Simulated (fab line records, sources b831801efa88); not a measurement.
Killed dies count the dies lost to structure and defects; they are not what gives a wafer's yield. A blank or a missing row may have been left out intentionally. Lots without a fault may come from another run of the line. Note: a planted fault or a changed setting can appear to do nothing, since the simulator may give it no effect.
Problem report in the 8D (eight disciplines) form, filled by code	flow gf180mcu	the parts of the form that need people (team, actions taken, sign-off) are left out

1. THE ISSUE
Mean HV_LDD_02_OVL at GF_HV_LDD_OVL_MEAS_32: 166.0 nm over 6 wafers in 2 lots; fault-free wafers: -0.5 nm, standard deviation 1.3. So: +99 or more standard deviations from the usual mean.
First seen on wafer L603.2, day 15 07:52, on overlay-01. At this step, 36 wafers from 12 lots have a number in the record. The rule behind "out" and "out of limits": a value lying over 4 standard deviations away from the usual mean. Any other wafer with a number is counted as sound.

2. WHAT IT IS; WHAT IT IS NOT
question	is	is not
which readings at this step	HV_LDD_02_OVL	-
which lots	L603, L605	L592, L593, L594, L595, L596, L598, L601, L606, L609, L611
which wafers of those lots	all that have a number	-
read on which gauges	overlay-01	overlay-02
when	from day 15 07:52	up to then (21 sound wafers); but 9 sound wafers of L606, L609, L611 came after

3. WHAT RULES OUT EACH SUSPECT
Counting: a tool at any process step up to the reading remains a suspect when it ran all the lots that are out and ran no sound lot after the first of those.
- the gauge at GF_HV_LDD_OVL_MEAS_32: kept. All the wafers that are out were read on overlay-01, and no step on other tools shows them out.
- plasma-asher-04 at GF_MVPSD_STRIP_10 (strips in O2/N2): ruled out as a lasting fault. After its first lot that is out, L603 (day 7 19:50), sound lots L611 ran on it.
- plasma-asher-03 at GF_HV_LDD_STRIP_10 (strips in O2/N2): ruled out as a lasting fault. After its first lot that is out, L603 (day 13 14:29), sound lots L606, L609 ran on it.
- iline-stepper-02 at GF_HV_LDD_EXPOSE_28 (exposes mask Nplus HV AREA, target cd 400 nm): kept. All lots that are out passed through it, beginning with L603 at day 14 21:08, and no sound lot followed; its final sound lot before that point was L596 at day 12 16:07.
What counting leaves: iline-stepper-02 at GF_HV_LDD_EXPOSE_28 and overlay-01 at GF_HV_LDD_OVL_MEAS_32.

4. THE CAUSE (what the simulator had put in)
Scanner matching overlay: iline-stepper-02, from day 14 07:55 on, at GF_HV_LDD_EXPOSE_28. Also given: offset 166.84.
2 suspects survive the count, and this tool is in that group.

5. SEQUENCE OF EFFECTS, ordered by route
Rows list readings where the struck wafers' mean (over those with a number) sits beyond 3 standard deviations from the usual. Only readings for which the record gives a usual standard deviation are gone through. hours: the time from each lot's start at the first step in this table that gives one to its start at this step, as a median over the lots. sigmas: the change in usual standard deviations.
hours	step	reading	usual	on struck wafers	change	sigmas
0	GF_HV_LDD_OVL_MEAS_32	HV_LDD_02_OVL	-0.5 nm	166.0	+166.5	+99 or more

6. HOW IT WOULD HAVE BEEN CAUGHT EARLIER
Counted from the fault's start at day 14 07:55, it took 24 hours until the first out-of-limits reading at a measuring or inspecting step in this record, taken at day 15 07:52.
Of the lots that are out (2), L605 began GF_HV_LDD_EXPOSE_28 on iline-stepper-02 after day 15 07:52. A tool hold placed at that time would have kept it from harm.
